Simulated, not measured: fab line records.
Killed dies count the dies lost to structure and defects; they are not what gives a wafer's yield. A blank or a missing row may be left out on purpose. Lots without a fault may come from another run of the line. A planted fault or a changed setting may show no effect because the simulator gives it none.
fab line records	flow sky130
[record] lots = 11	wafers = 33	last_day = 50
route steps=708 shown POLY_CUT@316 RES_XHIGH@360 METAL3@568 PAD_OPEN@708
lots untouched by any fault: they come from a run of this same line in which no faults occurred
start_h: start of the lot's first displayed wafer, in hours after the record's first day	wait_h: hours elapsed since this lot's preceding step	" repeats the value in the row above	L1.1+2: several wafers, shown together as one row	- value missing, or start not given	* or withheld: withheld	< > ~ a bound
route shown NAME@n: NAME is a module with steps in the file, n the number in the route of the first one	usual: mean and standard deviation over wafers with no fault	same: alike in all rows	chamber/n: place in a boat	sites: per-site readings	_std_site: their standard deviation	_edge_site: outer sites' mean less inner sites'	radius_mm: how far each site lies from the wafer's centre	mask NAME#n: copy n	behind: the tool/chamber that last shaped the wafer	hold: the reason the lot was held/the length of the hold in hours/how it ended	device: the transistor (n, p or np) that didn't switch	end of line: at the end of the route, the tests of the same wafers	a step without rows: its recipe alone	killed: dies lost to structure and defects at the first sort, not the wafer's yield	map: dies across one wafer; x = killed, . = not, _ = none there
set.NAME: the run value of the setting; set.NAME@STEP: its run value at that earlier step	model.NAME: the simulator's own value behind a step, which no gauge read
route steps across a sampled set of lots; one table per step, one row per wafer
services: the hour from which a tool's chamber was out of use, counted from the record's first day as start_h (under 0 if before that day), plus the number of hours and why
[[steps]]
[step SKY_POLY_CUT_OVL_MEAS_09]
[usual] POLY_CUT_OVL = -2/5.3
lot.wafer	tool	chamber	start_h	wait_h	POLY_CUT_OVL[nm]
L506.1	overlay-01	-	559.61	0.1	-7
L506.2	"	-	"	"	-12
L506.6	"	-	"	"	-5
L508.1	overlay-02	-	582.44	0.1	-5
L508.4	"	-	"	"	-6
L508.6	"	-	"	"	-8
L509.3	overlay-01	-	589.94	0.1	4
L509.5	"	-	"	"	1
L509.6	"	-	"	"	-7
L512.2	overlay-02	-	609.43	0.1	1
L512.3	"	-	"	"	1
L512.4	"	-	"	"	5
L511.1	overlay-01	-	610.96	0.1	-3
L511.2	"	-	"	"	-10
L511.4	"	-	"	"	-4
L513.1	overlay-01	-	621.04	0.1	-8
L513.2	"	-	"	"	-11
L513.5	"	-	"	"	-3
L515.1	overlay-01	-	643.52	0.1	6
L515.4	"	-	"	"	6
L515.5	"	-	"	"	6
L523.1	overlay-01	-	708.49	0.1	2
L523.4	"	-	"	"	-4
L523.6	"	-	"	"	-6
L525.1	overlay-01	-	716.59	0.1	-5
L525.4	"	-	"	"	-7
L525.6	"	-	"	"	-6
L527.2	overlay-01	-	733.06	0.1	0
L527.3	"	-	"	"	0
L527.6	"	-	"	"	-1
L528.2	overlay-01	-	739.48	0.1	-3
L528.3	"	-	"	"	-8
L528.4	"	-	"	"	-7
[step SKY_POLY_CUT_ETCH_10]
[recipe] chemistry = N2/H2	target = BARC	ion_energy_ev = 200	source_w = 500	bias_w = 100	pressure_mtorr = 30	n2_flow_sccm = 100	h2_flow_sccm = 200	stop_on = SiO2	time_s = 45.9	target_depth_a = 600
[usual] drypump_motor_current_A = 5.7/0.41	oes_product_au = 0.855/0.0046	throttle_valve_pct = 13.224/0.0094
lot.wafer	tool	chamber	start_h	wait_h	drypump_motor_current_A	oes_product_au	rf_hours_counter_h	throttle_valve_pct
L506.1	rie_diel-02	2	559.64	0.0	5.9	0.857	61	13.228
L506.2	"	1	"	"	5.9	0.851	8	13.236
L506.6	"	0	"	"	5.9	0.853	-	13.232
L508.1	rie_diel-04	0	582.47	0.0	6.0	0.864	1	13.228
L508.4	"	2	"	"	5.6	0.851	14	13.221
L508.6	"	0	"	"	6.0	0.859	-	13.220
L509.3	rie_diel-03	0	589.96	0.0	5.1	0.853	14	13.224
L509.5	"	3	"	"	6.5	0.855	-	13.217
L509.6	"	2	"	"	5.7	0.848	-	13.238
L512.2	rie_diel-03	2	609.46	0.0	5.7	0.848	4	13.222
L512.3	"	0	"	"	5.2	0.849	14	13.225
L512.4	"	1	"	"	4.8	0.852	5	13.235
L511.1	rie_diel-03	0	610.99	0.0	5.2	0.856	14	13.226
L511.2	"	3	"	"	6.4	0.852	4	13.233
L511.4	"	2	"	"	5.7	0.851	4	13.221
L513.1	rie_diel-03	1	621.07	0.0	4.8	0.848	5	13.236
L513.2	"	2	"	"	5.7	0.860	4	13.220
L513.5	"	1	"	"	4.8	0.857	-	13.237
L515.1	rie_diel-04	1	643.56	0.0	5.4	0.860	5	13.221
L515.4	"	2	"	"	5.6	0.855	16	13.215
L515.5	"	0	"	"	6.0	0.861	-	13.218
L523.1	rie_diel-03	1	708.52	0.0	4.8	0.851	6	13.239
L523.4	"	2	"	"	5.7	0.861	6	13.239
L523.6	"	0	"	"	5.1	0.859	-	13.220
L525.1	rie_diel-03	3	716.62	0.0	6.4	0.861	6	13.228
L525.4	"	1	"	"	4.8	0.859	7	13.229
L525.6	"	2	"	"	5.7	0.856	-	13.220
L527.2	rie_diel-04	3	733.09	0.0	5.7	0.849	29	13.240
L527.3	"	1	"	"	5.3	0.856	7	13.225
L527.6	"	1	"	"	5.3	0.856	-	13.240
L528.2	rie_diel-02	1	739.51	0.0	5.9	0.854	14	13.214
L528.3	"	3	"	"	5.9	0.849	0	13.236
L528.4	"	0	"	"	5.9	0.855	12	13.216
[step SKY_SD_N_RS_MEAS_18]
[recipe] thk_meas_gauge = four-point-probe
[usual] RES_XHIGH_RS = 334.2/1.4
lot.wafer	tool	chamber	start_h	wait_h	RES_XHIGH_RS[ohm/sq]
L506.1	film_metro-02	-	648.13	0.1	334.8
L506.2	"	-	"	"	335.3
L506.6	"	-	"	"	333.5
L508.1	film_metro-02	-	669.97	0.1	331.7
L508.4	"	-	"	"	331.9
L508.6	"	-	"	"	333.2
L509.3	film_metro-02	-	676.26	0.1	336.3
L509.5	"	-	"	"	336.5
L509.6	"	-	"	"	336.7
L512.2	film_metro-03	-	696.56	0.1	334.4
L512.3	"	-	"	"	333.6
L512.4	"	-	"	"	334.5
L511.1	film_metro-01	-	697.43	0.1	335.7
L511.2	"	-	"	"	335.7
L511.4	"	-	"	"	335.6
L513.1	film_metro-01	-	707.59	0.1	333.5
L513.2	"	-	"	"	334.9
L513.5	"	-	"	"	334.2
L515.1	film_metro-03	-	729.18	0.1	333.9
L515.4	"	-	"	"	331.8
L515.5	"	-	"	"	333.3
L523.1	film_metro-01	-	790.97	0.1	333.5
L523.4	"	-	"	"	332.8
L523.6	"	-	"	"	333.6
L525.1	film_metro-03	-	797.74	0.1	330.4
L525.4	"	-	"	"	331.1
L525.6	"	-	"	"	330.5
L527.2	film_metro-01	-	815.29	0.1	332.7
L527.3	"	-	"	"	331.9
L527.6	"	-	"	"	333.1
L528.2	film_metro-01	-	820.96	0.1	334.5
L528.3	"	-	"	"	334.1
L528.4	"	-	"	"	334.0
[step SKY_METAL3_METAL_ETCH_18]
[recipe] target_depth_a = 8450	stop_on = SiO2	over_etch_frac = 0.3	time_s = 183.1	chemistry = Cl2/BCl3	resist_sidewall_deg = 88	pressure_mtorr = 10	icp_w = 900	bias_w = 48.5	Cl2_flow_sccm = 60	bcl3_flow_sccm = 30
[usual] drypump_motor_current_A = 5.6/0.38	he_backside_leak_sccm = 3.31/0.26	oes_product_au = 0.867/0.0062	throttle_valve_pct = 22.263/0.0092
lot.wafer	tool	chamber	start_h	wait_h	drypump_motor_current_A	he_backside_leak_sccm	oes_product_au	rf_hours_counter_h	throttle_valve_pct
L506.1	rie_metal-02	1	903.27	0.0	6.0	3.04	0.872	9	22.252
L506.2	"	0	"	"	5.7	3.45	0.868	15	22.264
L506.6	"	1	"	"	6.0	2.89	0.875	-	22.263
L508.1	rie_metal-03	1	920.42	0.0	4.9	3.22	0.866	14	22.247
L508.4	"	0	"	"	5.1	3.23	0.870	-	22.256
L508.6	"	1	"	"	5.0	3.17	0.871	-	22.273
L509.3	rie_metal-02	0	925.85	0.1	5.7	3.43	0.866	-	22.275
L509.5	"	1	"	"	6.0	3.14	0.863	-	22.280
L509.6	"	0	"	"	5.7	3.56	0.863	-	22.265
L512.2	rie_metal-02	1	943.35	0.0	6.0	2.96	0.878	11	22.277
L512.3	"	0	"	"	5.7	3.43	0.869	-	22.268
L512.4	"	1	"	"	6.0	3.18	0.873	-	22.258
L511.1	rie_metal-02	0	944.69	0.0	5.7	3.28	0.863	18	22.266
L511.2	"	1	"	"	6.0	3.21	0.852	11	22.277
L511.4	"	1	"	"	6.0	3.05	0.867	-	22.264
L513.1	rie_metal-02	1	955.69	0.0	6.0	3.27	0.871	12	22.270
L513.2	"	0	"	"	5.7	3.49	0.875	19	22.253
L513.5	"	1	"	"	6.0	3.16	0.871	-	22.261
L515.1	rie_metal-01	1	970.09	0.0	5.1	3.57	0.860	19	22.274
L515.4	"	0	"	"	5.7	3.34	0.864	-	22.254
L515.5	"	1	"	"	5.1	3.57	0.866	-	22.271
L523.1	rie_metal-02	0	1027.71	0.0	5.7	3.43	0.876	23	22.256
L523.4	"	0	"	"	5.7	3.38	0.870	-	22.267
L523.6	"	1	"	"	6.0	3.26	0.854	-	22.267
L525.1	rie_metal-02	1	1033.41	0.0	6.0	3.23	0.860	17	22.276
L525.4	"	1	"	"	6.0	3.08	0.856	-	22.248
L525.6	"	0	"	"	5.7	3.53	0.866	-	22.289
L527.2	rie_metal-01	1	1046.32	0.1	5.2	3.60	0.858	-	22.253
L527.3	"	1	"	"	5.1	3.57	0.866	-	22.260
L527.6	"	1	"	"	5.1	3.56	0.870	-	22.254
L528.2	rie_metal-01	0	1054.76	0.0	5.7	3.33	0.861	17	22.269
L528.3	"	0	"	"	5.7	3.25	0.866	-	22.247
L528.4	"	1	"	"	5.1	3.43	0.867	-	22.268
[step SKY_METAL3_STRIP_19]
[recipe] chemistry = O2/N2	power_w = 1400	pressure_mtorr = 1500	platen_temp_c = withheld	o2_flow_sccm = 3000	n2_flow_sccm = 300	overash_fraction = 0.5
[usual] drypump_motor_current_A = 5.9/0.37	oes_product_au = 0.503/0.0056	strip_time_to_endpoint_s = 6.53/0.078
lot.wafer	tool	chamber	start_h	wait_h	drypump_motor_current_A	oes_product_au	rf_hours_counter_h	strip_time_to_endpoint_s
L506.1	plasma_asher-02	1	903.45	0.1	5.5	0.506	73	6.49
L506.2	"	0	"	"	6.6	0.505	73	6.56
L506.6	"	1	"	"	5.5	0.499	-	6.53
L508.1	plasma_asher-02	1	920.60	0.1	5.5	0.501	75	6.42
L508.4	"	1	"	"	5.5	0.506	-	6.47
L508.6	"	0	"	"	6.6	0.488	-	6.37
L509.3	plasma_asher-04	1	926.00	0.1	5.9	0.508	-	6.61
L509.5	"	1	"	"	5.9	0.500	-	6.46
L509.6	"	0	"	"	5.8	0.511	-	6.56
L512.2	plasma_asher-03	0	943.53	0.1	5.8	0.503	51	6.41
L512.3	"	0	"	"	5.8	0.494	-	6.56
L512.4	"	1	"	"	6.0	0.486	-	6.38
L511.1	plasma_asher-02	0	944.87	0.1	6.6	0.509	78	6.57
L511.2	"	1	"	"	5.4	0.491	78	6.47
L511.4	"	1	"	"	5.4	0.506	-	6.49
L513.1	plasma_asher-04	0	955.91	0.2	5.8	0.505	19	6.56
L513.2	"	1	"	"	5.9	0.512	19	6.69
L513.5	"	0	"	"	5.8	0.510	-	6.65
L515.1	plasma_asher-02	1	970.27	0.1	5.4	0.510	80	6.64
L515.4	"	1	"	"	5.4	0.504	-	6.61
L515.5	"	1	"	"	5.4	0.509	-	6.56
L523.1	plasma_asher-03	0	1027.89	0.1	5.8	0.503	58	6.53
L523.4	"	0	"	"	5.8	0.501	-	6.55
L523.6	"	1	"	"	6.0	0.550	-	7.73
L525.1	plasma_asher-02	0	1033.59	0.1	6.6	0.547	87	7.80
L525.4	"	1	"	"	5.5	0.559	-	7.78
L525.6	"	1	"	"	5.5	0.509	-	6.68
L527.2	plasma_asher-04	1	1046.62	0.2	5.9	0.505	28	6.66
L527.3	"	0	"	"	5.8	0.501	-	6.61
L527.6	"	1	"	"	5.9	0.510	-	6.59
L528.2	plasma_asher-04	0	1054.94	0.1	5.8	0.499	29	6.57
L528.3	"	1	"	"	5.9	0.505	-	6.53
L528.4	"	0	"	"	5.8	0.509	-	6.54
[step SKY_PAD_OPEN_PROBE_99]
[usual] defect_limited_yield = 81.9/1.9	killed_at_M0_to_M3 = 45/7.3	killed_at_M4_up = 3.2/1.8	killed_at_contacts = 25/5.5	killed_at_front_end = 15/4.2	killed_at_other = 0.3/0.69	killed_dies = 89/9.4	killed_on_rim = 17/3.8	killed_open = 49/6.6	killed_short = 40/6.4	sort_bin_3_pad_short = 0.9/0.43	sort_bin_5_function = 10.7/1.5	sort_bin_6_memory = 6.5/1.2	sort_n_pass = 403/9.4	sort_yield_pct = 81.9/1.9
[same] gross_dies = 492	killed_at_back_side = 0	sort_bin_4_leakage[%] = 0	sort_bin_8_speed[%] = 0
lot.wafer	tool	chamber	start_h	wait_h	defect_limited_yield[%]	killed_at_M0_to_M3	killed_at_M4_up	killed_at_contacts	killed_at_front_end	killed_at_other	killed_dies	killed_on_rim	killed_open	killed_short	sort_bin_3_pad_short[%]	sort_bin_5_function[%]	sort_bin_6_memory[%]	sort_n_pass	sort_yield_pct[%]
L506.1	prober-01	-	1076.02	0.1	80.9	51	3	22	18	0	94	17	59	35	0.6	9.6	8.9	398	80.9
L506.2	prober-01	-	1076.07	0.1	85.2	31	4	24	14	0	73	15	41	32	2.0	7.3	5.5	419	85.2
L506.6	prober-01	-	1076.27	0.2	83.7	43	4	21	12	0	80	12	48	32	0.4	8.9	6.9	412	83.7
L508.1	prober-02	-	1092.02	0.1	81.3	52	1	25	14	0	92	14	51	41	0.4	11.4	6.9	400	81.3
L508.4	prober-02	-	1092.17	0.2	81.1	48	2	28	15	0	93	20	54	39	1.2	10.6	7.1	399	81.1
L508.6	prober-02	-	1092.27	0.2	78.7	54	5	30	16	0	105	17	55	50	2.0	10.8	8.5	387	78.7
L509.3	prober-01	-	1094.81	0.2	81.1	47	7	24	15	0	93	20	52	41	0.6	12.6	5.7	399	81.1
L509.5	prober-01	-	1094.91	0.2	80.1	45	6	34	13	0	98	23	54	44	1.6	12.0	6.3	394	80.1
L509.6	prober-01	-	1094.96	0.2	79.5	41	2	41	17	0	101	19	55	46	1.2	11.6	7.7	391	79.5
L512.2	prober-01	-	1108.33	0.1	82.9	47	1	23	13	0	84	18	53	31	0.8	11.0	5.3	408	82.9
L512.3	prober-01	-	1108.38	0.2	80.9	48	5	29	12	0	94	14	50	44	1.2	11.6	6.3	398	80.9
L512.4	prober-01	-	1108.43	0.2	79.9	46	5	31	17	0	99	21	48	51	1.0	11.0	8.1	393	79.9
L511.1	prober-02	-	1108.92	0.1	83.5	44	6	22	9	0	81	14	44	37	1.4	9.3	5.7	411	83.5
L511.2	prober-02	-	1108.97	0.1	83.3	40	1	20	19	2	82	23	44	37	1.0	10.2	5.5	410	83.3
L511.4	prober-02	-	1109.07	0.2	84.6	48	0	16	11	1	76	13	32	43	1.6	8.7	5.1	416	84.6
L513.1	prober-01	-	1120.16	0.1	81.3	49	3	19	20	1	92	17	50	40	0.8	12.4	5.5	400	81.3
L513.2	prober-01	-	1120.21	0.1	82.5	50	3	15	17	1	86	16	48	38	1.0	11.0	5.5	406	82.5
L513.5	prober-01	-	1120.36	0.2	82.1	42	5	27	14	0	88	19	42	45	0.8	11.0	6.1	404	82.1
L515.1	prober-01	-	1130.56	0.1	81.7	51	6	20	13	0	90	17	47	43	0.8	11.2	6.3	402	81.7
L515.4	prober-01	-	1130.71	0.2	83.9	44	2	18	15	0	79	10	49	30	0.6	9.1	6.3	413	83.9
L515.5	prober-01	-	1130.76	0.2	82.1	46	5	19	18	0	88	14	50	38	0.2	10.6	7.1	404	82.1
L523.1	prober-01	-	1177.16	0.1	80.5	53	4	27	12	0	96	20	55	41	0.8	11.6	7.1	396	80.5
L523.4	prober-01	-	1177.31	0.2	82.9	36	2	26	20	0	84	18	43	41	0.8	9.1	7.1	408	82.9
L523.6	prober-01	-	1177.41	0.2	19.7	344	3	27	20	1	395	64	57	45	1.6	72.2	6.5	97	19.7
L525.1	prober-01	-	1181.81	0.1	15.4	382	2	22	10	0	416	58	48	41	1.2	77.0	6.3	76	15.4
L525.4	prober-01	-	1181.96	0.2	21.3	340	4	25	18	0	387	62	50	34	1.2	71.5	5.9	105	21.3
L525.6	prober-01	-	1182.06	0.2	82.1	39	4	28	17	0	88	15	46	40	0.4	9.8	7.7	404	82.1
L527.2	prober-01	-	1189.63	0.1	83.7	28	2	31	19	0	80	10	49	30	1.0	11.2	4.1	412	83.7
L527.3	prober-01	-	1189.68	0.2	84.6	39	2	18	16	1	76	16	50	24	1.0	8.1	6.3	416	84.6
L527.6	prober-01	-	1189.83	0.2	84.3	44	3	22	8	0	77	18	45	32	0.6	9.8	5.3	415	84.3
L528.2	prober-02	-	1196.87	0.1	82.1	46	5	23	14	0	88	20	47	41	1.0	9.1	7.7	404	82.1
L528.3	prober-02	-	1196.92	0.2	83.1	45	3	19	16	0	83	14	46	37	1.4	9.1	6.3	409	83.1
L528.4	prober-02	-	1196.97	0.2	80.9	52	4	29	9	0	94	15	51	43	0.8	11.6	6.7	398	80.9
// killed by level:class
L506.1 VIA1:geometric_particle:open=11 CONTACT:geometric_particle:open=11 POLY_GATE:geometric_particle:short=9 LI_CONTACT:geometric_particle:open=9 VIA3:geometric_particle:open=8 METAL2:geometric_particle:short=7 VIA2:geometric_particle:open=7 VIA1:geometric_particle:short=5
L506.2 CONTACT:geometric_particle:open=9 VIA2:geometric_particle:open=9 FIELD_ISO:geometric_particle:short=6 LI_CONTACT:geometric_particle:open=6 CONTACT:geometric_particle:short=4 METAL1:geometric_particle:short=4 VIA1:geometric_particle:open=4 FIELD_ISO:geometric_particle:open=3
L506.6 VIA1:geometric_particle:open=10 CONTACT:geometric_particle:open=9 VIA2:geometric_particle:open=9 LI_CONTACT:geometric_particle:open=5 VIA1:geometric_particle:short=5 METAL1:geometric_particle:short=4 VIA2:geometric_particle:short=4 FIELD_ISO:geometric_particle:open=3
L508.1 VIA1:geometric_particle:open=13 VIA3:geometric_particle:open=12 LI_CONTACT:geometric_particle:open=9 METAL2:geometric_particle:short=6 FIELD_ISO:geometric_particle:short=5 LOCAL_INTERCONNECT:geometric_particle:short=5 METAL1:geometric_particle:short=5 VIA1:geometric_particle:short=5
L508.4 CONTACT:geometric_particle:open=13 VIA1:geometric_particle:open=9 VIA1:geometric_particle:short=7 VIA2:geometric_particle:open=7 LI_CONTACT:geometric_particle:open=6 METAL1:geometric_particle:short=6 VIA3:geometric_particle:open=5 FIELD_ISO:geometric_particle:open=4
L508.6 LI_CONTACT:geometric_particle:open=11 VIA1:geometric_particle:open=11 VIA1:geometric_particle:short=9 CONTACT:geometric_particle:open=9 VIA3:geometric_particle:open=9 FIELD_ISO:geometric_particle:short=5 METAL1:geometric_particle:short=5 LI_CONTACT:geometric_particle:short=4
L509.3 VIA1:geometric_particle:open=16 FIELD_ISO:geometric_particle:open=7 LI_CONTACT:geometric_particle:open=7 VIA1:geometric_particle:short=7 CONTACT:geometric_particle:open=6 METAL2:geometric_particle:short=5 METAL4:geometric_particle:short=5 LI_CONTACT:geometric_particle:short=4
L509.5 VIA1:geometric_particle:open=14 LI_CONTACT:geometric_particle:open=13 CONTACT:geometric_particle:open=10 METAL2:geometric_particle:short=7 FIELD_ISO:geometric_particle:open=6 VIA1:geometric_particle:short=6 CONTACT:geometric_particle:short=6 FIELD_ISO:geometric_particle:short=4
L509.6 LI_CONTACT:geometric_particle:open=21 VIA2:geometric_particle:open=8 VIA3:geometric_particle:open=7 FIELD_ISO:geometric_particle:short=7 METAL2:geometric_particle:short=7 CONTACT:geometric_particle:short=7 CONTACT:geometric_particle:open=6 LI_CONTACT:geometric_particle:short=5
L512.2 LI_CONTACT:geometric_particle:open=10 VIA2:geometric_particle:open=9 VIA1:geometric_particle:open=8 CONTACT:geometric_particle:open=8 METAL1:geometric_particle:short=7 METAL2:geometric_particle:short=6 VIA3:geometric_particle:open=6 POLY_GATE:geometric_particle:open=5
L512.3 LI_CONTACT:geometric_particle:open=10 VIA1:geometric_particle:open=10 METAL1:geometric_particle:short=9 CONTACT:geometric_particle:open=8 METAL2:geometric_particle:short=6 VIA3:geometric_particle:open=6 LOCAL_INTERCONNECT:geometric_particle:short=5 METAL4:geometric_particle:short=5
L512.4 VIA1:geometric_particle:open=9 POLY_GATE:geometric_particle:short=8 METAL2:geometric_particle:short=7 CONTACT:geometric_particle:open=7 CONTACT:geometric_particle:short=7 VIA3:geometric_particle:open=7 VIA2:geometric_particle:open=6 LOCAL_INTERCONNECT:geometric_particle:short=6
L511.1 CONTACT:geometric_particle:open=12 VIA1:geometric_particle:open=11 METAL2:geometric_particle:short=8 VIA3:geometric_particle:open=8 METAL4:geometric_particle:short=5 VIA1:geometric_particle:short=4 VIA3:geometric_particle:short=4 FIELD_ISO:geometric_particle:short=3
L511.2 CONTACT:geometric_particle:open=8 VIA2:geometric_particle:open=8 VIA1:geometric_particle:open=8 METAL2:geometric_particle:short=7 VIA3:geometric_particle:open=6 FIELD_ISO:geometric_particle:short=5 LI_CONTACT:geometric_particle:open=5 FIELD_ISO:geometric_particle:open=4
L511.4 VIA1:geometric_particle:open=10 METAL1:geometric_particle:short=9 METAL2:geometric_particle:short=8 VIA1:geometric_particle:short=6 VIA3:geometric_particle:open=6 CONTACT:geometric_particle:short=4 CONTACT:geometric_particle:open=4 LI_CONTACT:geometric_particle:open=3
L513.1 VIA1:geometric_particle:open=10 METAL1:geometric_particle:short=9 CONTACT:geometric_particle:short=7 VIA3:geometric_particle:open=7 VIA2:geometric_particle:open=7 FIELD_ISO:geometric_particle:open=5 LI_CONTACT:geometric_particle:open=5 POLY_GATE:geometric_particle:open=5
L513.2 VIA1:geometric_particle:open=11 VIA2:geometric_particle:open=9 VIA3:geometric_particle:open=8 METAL1:geometric_particle:short=7 CONTACT:geometric_particle:open=6 FIELD_ISO:geometric_particle:short=5 FIELD_ISO:geometric_particle:open=4 LI_CONTACT:geometric_particle:short=4
L513.5 CONTACT:geometric_particle:open=13 VIA1:geometric_particle:open=8 FIELD_ISO:geometric_particle:short=6 VIA1:geometric_particle:short=6 LI_CONTACT:geometric_particle:open=5 METAL1:geometric_particle:short=5 METAL2:geometric_particle:short=5 VIA2:geometric_particle:open=5
L515.1 VIA1:geometric_particle:open=10 VIA1:geometric_particle:short=9 VIA3:geometric_particle:open=8 CONTACT:geometric_particle:open=8 METAL2:geometric_particle:short=7 LI_CONTACT:geometric_particle:open=6 METAL4:geometric_particle:short=6 FIELD_ISO:geometric_particle:open=5
L515.4 VIA2:geometric_particle:open=14 VIA1:geometric_particle:open=8 CONTACT:geometric_particle:open=7 VIA2:geometric_particle:short=6 VIA3:geometric_particle:open=6 LI_CONTACT:geometric_particle:open=5 FIELD_ISO:geometric_particle:open=3 FIELD_ISO:geometric_particle:short=3
L515.5 VIA1:geometric_particle:open=10 CONTACT:geometric_particle:open=10 VIA2:geometric_particle:open=10 FIELD_ISO:geometric_particle:short=7 VIA3:geometric_particle:open=6 METAL2:geometric_particle:short=5 METAL1:geometric_particle:short=5 METAL4:geometric_particle:short=5
L523.1 VIA1:geometric_particle:open=16 VIA3:geometric_particle:open=9 LI_CONTACT:geometric_particle:open=8 VIA1:geometric_particle:short=7 FIELD_ISO:geometric_particle:open=6 VIA3:geometric_particle:short=6 VIA2:geometric_particle:open=5 LI_CONTACT:geometric_particle:short=5
L523.4 FIELD_ISO:geometric_particle:short=8 FIELD_ISO:geometric_particle:open=8 LI_CONTACT:geometric_particle:open=8 CONTACT:geometric_particle:open=8 VIA1:geometric_particle:open=8 LOCAL_INTERCONNECT:geometric_particle:short=7 METAL1:geometric_particle:short=5 VIA2:geometric_particle:short=5
L523.6 METAL3:area_etch=293 CONTACT:geometric_particle:open=13 VIA2:geometric_particle:open=8 VIA1:geometric_particle:open=8 VIA3:geometric_particle:open=7 METAL2:geometric_particle:short=6 FIELD_ISO:geometric_particle:open=6 LOCAL_INTERCONNECT:geometric_particle:short=6
L525.1 METAL3:area_etch=327 CONTACT:geometric_particle:open=10 VIA1:geometric_particle:open=10 VIA1:geometric_particle:short=9 METAL2:geometric_particle:short=8 VIA3:geometric_particle:open=7 VIA2:geometric_particle:open=6 LI_CONTACT:geometric_particle:open=5
L525.4 METAL3:area_etch=303 VIA2:geometric_particle:open=9 CONTACT:geometric_particle:open=8 FIELD_ISO:geometric_particle:open=6 VIA3:geometric_particle:open=6 POLY_GATE:geometric_particle:open=6 VIA1:geometric_particle:short=6 CONTACT:geometric_particle:short=5
L525.6 CONTACT:geometric_particle:open=10 VIA1:geometric_particle:open=8 LI_CONTACT:geometric_particle:open=7 VIA3:geometric_particle:open=6 VIA2:geometric_particle:open=6 VIA3:geometric_particle:short=5 CONTACT:geometric_particle:short=5 LOCAL_INTERCONNECT:geometric_particle:short=4
L527.2 CONTACT:geometric_particle:open=11 VIA2:geometric_particle:open=8 LI_CONTACT:geometric_particle:open=7 LOCAL_INTERCONNECT:geometric_particle:short=7 VIA3:geometric_particle:open=6 FIELD_ISO:geometric_particle:short=5 POLY_GATE:geometric_particle:open=5 CONTACT:geometric_particle:short=4
L527.3 VIA1:geometric_particle:open=11 FIELD_ISO:geometric_particle:open=8 CONTACT:geometric_particle:open=7 METAL1:geometric_particle:short=6 VIA3:geometric_particle:open=6 LI_CONTACT:geometric_particle:open=5 VIA2:geometric_particle:open=5 LOCAL_INTERCONNECT:geometric_particle:short=3
L527.6 VIA3:geometric_particle:open=12 VIA1:geometric_particle:open=8 LI_CONTACT:geometric_particle:open=7 VIA1:geometric_particle:short=7 METAL1:geometric_particle:short=5 METAL2:geometric_particle:short=5 FIELD_ISO:geometric_particle:open=4 CONTACT:geometric_particle:short=4
L528.2 VIA3:geometric_particle:open=9 LI_CONTACT:geometric_particle:open=8 CONTACT:geometric_particle:open=8 FIELD_ISO:geometric_particle:short=6 VIA2:geometric_particle:open=6 CONTACT:geometric_particle:short=5 VIA3:geometric_particle:short=5 METAL4:geometric_particle:short=4
L528.3 VIA2:geometric_particle:open=13 METAL2:geometric_particle:short=7 METAL1:geometric_particle:short=6 FIELD_ISO:geometric_particle:open=5 CONTACT:geometric_particle:open=5 VIA1:geometric_particle:open=5 FIELD_ISO:geometric_particle:short=4 LI_CONTACT:geometric_particle:short=4
L528.4 CONTACT:geometric_particle:open=13 VIA1:geometric_particle:open=12 VIA2:geometric_particle:open=9 METAL2:geometric_particle:short=7 VIA3:geometric_particle:open=7 CONTACT:geometric_particle:short=5 METAL1:geometric_particle:short=5 LI_CONTACT:geometric_particle:short=4
[[services]]
tool	chamber	start_h	hours	kind
rie_diel-03	2	551.96	3.6	repair
rie_metal-01	-	553.23	15.6	pm
rie_metal-02	1	586.25	5.5	repair
rie_metal-02	-	591.20	1.3	repair
rie_diel-04	0	605.63	4.7	repair
rie_metal-01	-	608.48	2.8	pm
rie_metal-01	1	613.02	5.2	repair
rie_metal-02	-	681.95	0.7	repair
plasma_asher-04	-	733.75	9.0	pm
rie_diel-03	-	747.42	2.8	pm
rie_diel-03	2	802.85	6.4	repair
rie_diel-03	3	809.97	4.1	repair
plasma_asher-04	-	816.29	3.6	repair
rie_metal-02	-	817.24	1.4	pm
rie_diel-03	3	832.31	3.9	repair
rie_diel-03	0	887.64	1.2	repair
plasma_asher-04	-	900.28	9.3	repair
rie_diel-03	1	908.29	35.7	repair
rie_metal-02	-	918.99	2.8	pm
rie_diel-03	-	987.52	1.2	repair
rie_diel-03	3	998.03	4.1	repair
plasma_asher-04	-	1004.67	1.3	repair
rie_diel-03	3	1019.95	14.9	repair
plasma_asher-02	-	1054.45	13.4	repair
[[key]]
[first_sign] step = SKY_METAL3_STRIP_19	reading = strip_time_to_endpoint_s	direction = up	sigmas = 16	usual = *	struck = *
[effect] step = SKY_METAL3_STRIP_19	reading = oes_product_au	direction = up	sigmas = 8.8	usual = 0.503	struck = 0.552
[effect] step = SKY_PAD_OPEN_PROBE_99	reading = killed_at_M0_to_M3	direction = up	sigmas = 43	usual = 45	struck = 355
[more_kills_born_at] SKY_METAL3_METAL_ETCH_18@rie_metal-02 = 923
met_at SKY_METAL3_METAL_ETCH_18
struck_lots L523,L525
struck_wafers L523.6,L525.1,L525.4
later_rows_left_out L523.6,L525.1,L525.4
not_acting_at SKY_POLY_CUT_OVL_MEAS_09,SKY_POLY_CUT_ETCH_10,SKY_SD_N_RS_MEAS_18
onset_between 955.69 1027.71
[fault] kind = process_parameter_drift	tool = rie_metal-02	chamber = 1	onset_h = 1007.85	steps = SKY_METAL3_METAL_ETCH_18	channel = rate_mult	offset = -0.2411	shape = step	end_h = 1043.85
// later_rows_left_out: the simulator's readings of these wafers behind a module that went badly wrong aren't trusted and aren't shown, but for the sort
